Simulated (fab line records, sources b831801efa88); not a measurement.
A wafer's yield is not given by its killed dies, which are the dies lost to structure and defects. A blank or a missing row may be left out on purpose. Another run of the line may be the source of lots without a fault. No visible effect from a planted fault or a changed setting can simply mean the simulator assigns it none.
fab line records	flow gf180mcu
[record] lots = 13	wafers = 39	last-day = 34
route steps=602 shown HV_LDD@233 SALICIDE@281 CONTACT@301
lots untouched by any fault: they come from a run of this same line in which no faults occurred
start-h: start of the lot's first displayed wafer, in hours after the record's first day	wait-h: hours elapsed since this lot's preceding step	" repeats the value in the row above	L1.1+2: several wafers, shown together as one row	- no value, or no start given	* or withheld: withheld	< > ~ a bound
route shown NAME@n: names a module that has steps shown in the file, with the first one's number in the route	usual: average and standard deviation across the fault-free wafers	same: alike in all rows	chamber/n: place in a boat	sites: readings site by site	_std_site: standard deviation across them	_edge_site: mean of outer sites minus mean of inner sites	radius-mm: for every site, how far away it sits from the centre of the wafer	mask NAME#n: copy n	behind: the most recent tool/chamber to have shaped the wafer	hold: cause of the lot's hold/its duration in hours/its outcome	device: the transistor (n, p or np) that didn't switch	end of line: at the end of the route, the tests of the same wafers	step lacking rows: just its recipe	killed: dies that structure and defects cost at the first sort, which is not the same as the wafer's yield	map: dies across one wafer; x = killed, . = not, _ = none there
set.NAME: the setting the step ran with; set.NAME@STEP: the setting that earlier step ran with	model.NAME: the simulator's own value behind a step, which no gauge read
one table for each step of the route and one row for each wafer, over a sample of lots
services: the hour from which a tool's chamber was out of use, counted from the record's first day as start-h (under 0 if before that day), plus the number of hours and why
[[steps]]
[step GF_HV_LDD_THK_MEAS_57]
[recipe] reads = Si3N4_of_HV_LDD_CVD_56
[usual] HV_LDD_CVD_56_THK = 89.9/0.76
lot.wafer	tool	chamber	start-h	wait-h	HV_LDD_CVD_56_THK[nm]
L693.2	film-metro-01	-	289.44	0.0	90.0
L693.4	"	-	"	"	89.4
L693.6	"	-	"	"	90.6
L694.2	film-metro-01	-	292.97	0.0	89.8
L694.3	"	-	"	"	89.6
L694.5	"	-	"	"	90.5
L696.1	film-metro-02	-	314.56	0.0	90.3
L696.2	"	-	"	"	90.2
L696.4	"	-	"	"	89.7
L697.1	film-metro-04	-	322.61	0.0	90.2
L697.2	"	-	"	"	90.6
L697.6	"	-	"	"	90.7
L698.1	film-metro-02	-	329.30	0.0	90.9
L698.2	"	-	"	"	90.9
L698.4	"	-	"	"	91.1
L700.1	film-metro-01	-	345.61	0.0	90.0
L700.5	"	-	"	"	90.5
L700.6	"	-	"	"	90.0
L701.2	film-metro-01	-	352.72	0.0	89.0
L701.4	"	-	"	"	89.6
L701.6	"	-	"	"	88.3
L702.2	film-metro-01	-	367.22	0.0	89.2
L702.4	"	-	"	"	89.9
L702.5	"	-	"	"	90.2
L703.2	film-metro-02	-	370.00	0.0	89.2
L703.5	"	-	"	"	89.5
L703.6	"	-	"	"	90.1
L704.2	film-metro-01	-	375.22	0.0	89.5
L704.4	"	-	"	"	88.7
L704.5	"	-	"	"	88.6
L711.1	film-metro-01	-	440.44	0.0	89.8
L711.3	"	-	"	"	89.4
L711.6	"	-	"	"	89.2
L713.1	film-metro-01	-	451.81	0.0	88.7
L713.3	"	-	"	"	88.2
L713.6	"	-	"	"	88.4
L714.1	film-metro-04	-	459.53	0.0	91.1
L714.4	"	-	"	"	91.2
L714.6	"	-	"	"	91.0
[step GF_SALICIDE_SPUTTER_03]
[recipe] material = TiN	target-thk-nm = 20	power-w = 6500	time-s = 16.7	chamber-pressure-pa = 0.4
[usual] throttle-valve-pct = 29.6/0.81
lot.wafer	tool	chamber	start-h	wait-h	throttle-valve-pct
L693.2	pvd-sputter-04	-	352.72	0.0	29.6
L693.4	"	-	"	"	28.8
L693.6	"	-	"	"	29.0
L694.2	pvd-sputter-03	-	358.68	0.0	29.5
L694.3	"	-	"	"	28.6
L694.5	"	-	"	"	29.0
L696.1	pvd-sputter-03	-	382.00	0.0	29.0
L696.2	"	-	"	"	29.4
L696.4	"	-	"	"	29.0
L697.1	pvd-sputter-04	-	389.97	0.0	29.4
L697.2	"	-	"	"	28.6
L697.6	"	-	"	"	30.1
L698.1	pvd-sputter-04	-	397.52	0.0	28.9
L698.2	"	-	"	"	29.6
L698.4	"	-	"	"	30.2
L700.1	pvd-sputter-04	-	415.17	0.0	28.2
L700.5	"	-	"	"	29.0
L700.6	"	-	"	"	28.6
L701.2	pvd-sputter-04	-	423.50	0.0	28.5
L701.4	"	-	"	"	29.9
L701.6	"	-	"	"	28.9
L702.2	pvd-sputter-04	-	438.42	0.0	30.1
L702.4	"	-	"	"	28.5
L702.5	"	-	"	"	29.4
L703.2	pvd-sputter-03	-	441.79	0.0	29.3
L703.5	"	-	"	"	31.0
L703.6	"	-	"	"	29.3
L704.2	pvd-sputter-03	-	447.64	0.0	29.5
L704.4	"	-	"	"	28.2
L704.5	"	-	"	"	29.1
L711.1	pvd-sputter-03	-	513.21	0.0	31.3
L711.3	"	-	"	"	29.0
L711.6	"	-	"	"	29.1
L713.1	pvd-sputter-01	-	523.81	0.0	29.6
L713.3	"	-	"	"	30.0
L713.6	"	-	"	"	30.5
L714.1	pvd-sputter-01	-	531.38	0.0	29.9
L714.4	"	-	"	"	30.4
L714.6	"	-	"	"	30.2
[step GF_SALICIDE_RS_MEAS_04]
[recipe] thk-meas-gauge = four-point-probe	reads = TiN_of_SALICIDE_SPUTTER_03+Co_of_SALICIDE_SPUTTER_02
[usual] SALICIDE_TIN_RS = 16.3/0.35
lot.wafer	tool	chamber	start-h	wait-h	SALICIDE_TIN_RS[ohm/sq]
L693.2	film-metro-04	-	352.77	0.0	16.1
L693.4	"	-	"	"	16.3
L693.6	"	-	"	"	16.7
L694.2	film-metro-01	-	358.73	0.0	16.9
L694.3	"	-	"	"	16.3
L694.5	"	-	"	"	16.7
L696.1	film-metro-04	-	382.02	0.0	16.9
L696.2	"	-	"	"	16.6
L696.4	"	-	"	"	17.0
L697.1	film-metro-03	-	390.00	0.0	16.4
L697.2	"	-	"	"	16.0
L697.6	"	-	"	"	15.9
L698.1	film-metro-04	-	397.55	0.0	16.6
L698.2	"	-	"	"	16.2
L698.4	"	-	"	"	15.9
L700.1	film-metro-04	-	415.20	0.0	15.7
L700.5	"	-	"	"	16.4
L700.6	"	-	"	"	15.6
L701.2	film-metro-04	-	423.54	0.0	15.8
L701.4	"	-	"	"	19.9
L701.6	"	-	"	"	16.6
L702.2	film-metro-01	-	438.47	0.0	20.2
L702.4	"	-	"	"	16.0
L702.5	"	-	"	"	16.6
L703.2	film-metro-03	-	441.85	0.0	16.9
L703.5	"	-	"	"	16.8
L703.6	"	-	"	"	17.0
L704.2	film-metro-04	-	447.68	0.0	16.6
L704.4	"	-	"	"	16.2
L704.5	"	-	"	"	16.8
L711.1	film-metro-04	-	513.24	0.0	16.5
L711.3	"	-	"	"	16.5
L711.6	"	-	"	"	16.5
L713.1	film-metro-01	-	523.84	0.0	16.1
L713.3	"	-	"	"	16.7
L713.6	"	-	"	"	16.4
L714.1	film-metro-01	-	531.40	0.0	16.7
L714.4	"	-	"	"	16.0
L714.6	"	-	"	"	16.6
[step GF_SALICIDE_THK_MEAS_05]
[recipe] thk-meas-gauge = xrf	reads = TiN_of_SALICIDE_SPUTTER_03
[usual] SALICIDE_TIN_THK = 20.12/0.29
lot.wafer	tool	chamber	start-h	wait-h	SALICIDE_TIN_THK[nm]
L693.2	film-metro-04	-	352.88	0.1	20.55
L693.4	"	-	"	"	20.41
L693.6	"	-	"	"	20.18
L694.2	film-metro-01	-	358.84	0.1	20.09
L694.3	"	-	"	"	19.73
L694.5	"	-	"	"	20.23
L696.1	film-metro-04	-	382.14	0.1	19.69
L696.2	"	-	"	"	19.65
L696.4	"	-	"	"	19.84
L697.1	film-metro-03	-	390.12	0.1	20.52
L697.2	"	-	"	"	20.27
L697.6	"	-	"	"	20.58
L698.1	film-metro-04	-	397.67	0.1	19.77
L698.2	"	-	"	"	20.08
L698.4	"	-	"	"	20.35
L700.1	film-metro-04	-	415.32	0.1	20.28
L700.5	"	-	"	"	20.19
L700.6	"	-	"	"	20.50
L701.2	film-metro-04	-	423.65	0.1	20.16
L701.4	"	-	"	"	7.61
L701.6	"	-	"	"	19.74
L702.2	film-metro-01	-	438.58	0.1	7.91
L702.4	"	-	"	"	20.65
L702.5	"	-	"	"	20.45
L703.2	film-metro-03	-	441.96	0.1	19.76
L703.5	"	-	"	"	19.80
L703.6	"	-	"	"	20.00
L704.2	film-metro-04	-	447.79	0.1	19.95
L704.4	"	-	"	"	20.10
L704.5	"	-	"	"	20.07
L711.1	film-metro-04	-	513.36	0.1	19.95
L711.3	"	-	"	"	20.14
L711.6	"	-	"	"	20.15
L713.1	film-metro-01	-	523.96	0.1	20.09
L713.3	"	-	"	"	20.21
L713.6	"	-	"	"	20.24
L714.1	film-metro-01	-	531.52	0.1	20.03
L714.4	"	-	"	"	20.25
L714.6	"	-	"	"	20.20
[step GF_CONTACT_CD_MEAS_14]
[recipe] target-cd-nm = 220
[usual] cd-nm = 219.8/1.6
lot.wafer	tool	chamber	start-h	wait-h	cd-nm
L693.2	cd-sem-02	-	375.97	0.1	217.9
L693.4	"	-	"	"	218.2
L693.6	"	-	"	"	218.7
L694.2	cd-sem-02	-	382.57	0.1	221.3
L694.3	"	-	"	"	220.8
L694.5	"	-	"	"	221.5
L696.1	cd-sem-02	-	406.45	0.1	219.0
L696.2	"	-	"	"	219.2
L696.4	"	-	"	"	219.6
L697.1	cd-sem-02	-	414.72	0.1	220.1
L697.2	"	-	"	"	221.2
L697.6	"	-	"	"	219.9
L698.1	cd-sem-01	-	422.32	0.1	220.9
L698.2	"	-	"	"	221.0
L698.4	"	-	"	"	221.4
L700.1	cd-sem-01	-	439.15	0.1	221.2
L700.5	"	-	"	"	219.9
L700.6	"	-	"	"	220.4
L701.2	cd-sem-01	-	448.74	0.2	222.3
L701.4	"	-	"	"	222.2
L701.6	"	-	"	"	221.5
L702.2	cd-sem-01	-	463.67	0.1	218.5
L702.4	"	-	"	"	219.5
L702.5	"	-	"	"	220.5
L703.2	cd-sem-02	-	467.29	0.1	215.5
L703.5	"	-	"	"	216.4
L703.6	"	-	"	"	215.8
L704.2	cd-sem-02	-	473.09	0.1	218.8
L704.4	"	-	"	"	218.4
L704.5	"	-	"	"	217.9
L711.1	cd-sem-02	-	537.61	0.1	221.0
L711.3	"	-	"	"	220.8
L711.6	"	-	"	"	221.8
L713.1	cd-sem-01	-	547.71	0.1	218.5
L713.3	"	-	"	"	217.5
L713.6	"	-	"	"	218.4
L714.1	cd-sem-02	-	555.02	0.1	221.4
L714.4	"	-	"	"	220.6
L714.6	"	-	"	"	221.1
[step GF_CONTACT_ETCH_17]
[recipe] chemistry = C4F8/O2/Ar	mask-material = KrF	target = SiO2	stop-on = CoSi2	source-w = 1500	bias-w = 1200	pressure-mtorr = 40	c4f8-flow-sccm = withheld	O2_flow_sccm = 6	Ar_flow_sccm = 300	time-s = withheld	target-depth-a = 8600
[usual] oes-product-au = 0.814/0.0045	rf-fwd-power-W = 1495/5.2
lot.wafer	tool	chamber	start-h	wait-h	oes-product-au	rf-fwd-power-W
L693.2	rie-diel-01	3	-	-	0.815	1496
L693.4	"	0	"	"	0.812	1495
L693.6	"	3	"	"	0.817	1496
L694.2	rie-diel-02	3	-	-	0.811	1490
L694.3	"	1	"	"	0.819	1489
L694.5	"	0	"	"	0.813	1489
L696.1	rie-diel-03	2	-	-	0.822	1502
L696.2	"	3	"	"	0.811	1497
L696.4	"	1	"	"	0.818	1491
L697.1	rie-diel-03	0	-	-	0.815	1494
L697.2	"	2	"	"	0.818	1495
L697.6	"	3	"	"	0.805	1494
L698.1	rie-diel-01	3	-	-	0.809	1485
L698.2	"	2	"	"	0.810	1493
L698.4	"	1	"	"	0.817	1500
L700.1	rie-diel-01	1	-	-	0.814	1496
L700.5	"	1	"	"	0.813	1492
L700.6	"	2	"	"	0.805	1497
L701.2	rie-diel-02	3	-	-	0.805	1499
L701.4	"	1	"	"	0.815	1493
L701.6	"	3	"	"	0.814	1502
L702.2	rie-diel-02	0	-	-	0.817	1500
L702.4	"	1	"	"	0.812	1488
L702.5	"	3	"	"	0.815	1499
L703.2	rie-diel-01	3	-	-	0.820	1500
L703.5	"	3	"	"	0.813	1498
L703.6	"	2	"	"	0.815	1494
L704.2	rie-diel-01	2	-	-	0.808	1495
L704.4	"	1	"	"	0.817	1492
L704.5	"	1	"	"	0.807	1492
L711.1	rie-diel-03	3	-	-	0.816	1497
L711.3	"	0	"	"	0.814	1498
L711.6	"	0	"	"	0.818	1495
L713.1	rie-diel-02	0	-	-	0.814	1494
L713.3	"	2	"	"	0.814	1503
L713.6	"	1	"	"	0.818	1497
L714.1	rie-diel-01	0	-	-	0.818	1508
L714.4	"	1	"	"	0.813	1490
L714.6	"	1	"	"	0.820	1482
[[services]]
tool	chamber	start-h	hours	kind
rie-diel-01	2	334.98	-	clean
rie-diel-01	2	334.98	23.6	scheduled-down
rie-diel-01	2	334.98	23.6	vent-cycle
rie-diel-01	-	343.32	5.2	repair
rie-diel-01	3	344.63	8.2	repair
rie-diel-01	0	352.03	6.1	repair
rie-diel-02	-	353.83	0.7	repair
rie-diel-02	2	361.86	132.0	repair
pvd-sputter-03	3	368.83	-	consumable-replace:kit
pvd-sputter-03	3	368.83	18.0	scheduled-down
rie-diel-01	3	379.40	4.3	repair
rie-diel-03	2	391.60	8.4	repair
pvd-sputter-01	-	392.43	2.8	repair
pvd-sputter-03	-	402.42	23.9	repair
pvd-sputter-04	-	402.93	3.2	repair
rie-diel-01	1	418.27	3.1	repair
rie-diel-01	1	458.15	5.1	repair
rie-diel-01	2	480.80	22.5	repair
rie-diel-01	0	481.53	14.6	repair
rie-diel-02	0	489.46	7.2	repair
pvd-sputter-03	-	497.74	0.7	repair
pvd-sputter-03	-	499.97	1.3	repair
pvd-sputter-04	-	509.58	9.4	repair
pvd-sputter-01	-	551.39	0.6	repair
[[key]]
[first-sign] step = GF_SALICIDE_RS_MEAS_04	reading = SALICIDE_TIN_RS	direction = up	sigmas = 11	usual = 16.3	struck = 20.1
[effect] step = GF_SALICIDE_THK_MEAS_05	reading = SALICIDE_TIN_THK	direction = down	sigmas = 43	usual = 20.12	struck = 7.76
met-at GF_SALICIDE_SPUTTER_03
struck-lots L701,L702
struck-wafers L701.4,L702.2
tester-left-out L701,L702
not-acting-at GF_HV_LDD_THK_MEAS_57,GF_CONTACT_CD_MEAS_14,GF_CONTACT_ETCH_17
onset-between 397.52 423.50
[fault] kind = process-parameter-drift	tool = pvd-sputter-04	chamber = -	onset-h = 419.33	steps = GF_SALICIDE_SPUTTER_03	channel = target-thk-nm	offset = -12.868	shape = step	end-h = 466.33	acts-in = these-recipes-only	stated = 20	scope = struck-wafers-only
// tester-left-out: of these lots the tester's yield and bins aren't shown, on N5 and GAA mostly nor the transistor test; their killed dies are dies lost to structure and defects alone, not to doping, threshold or leakage, so they don't give the yield
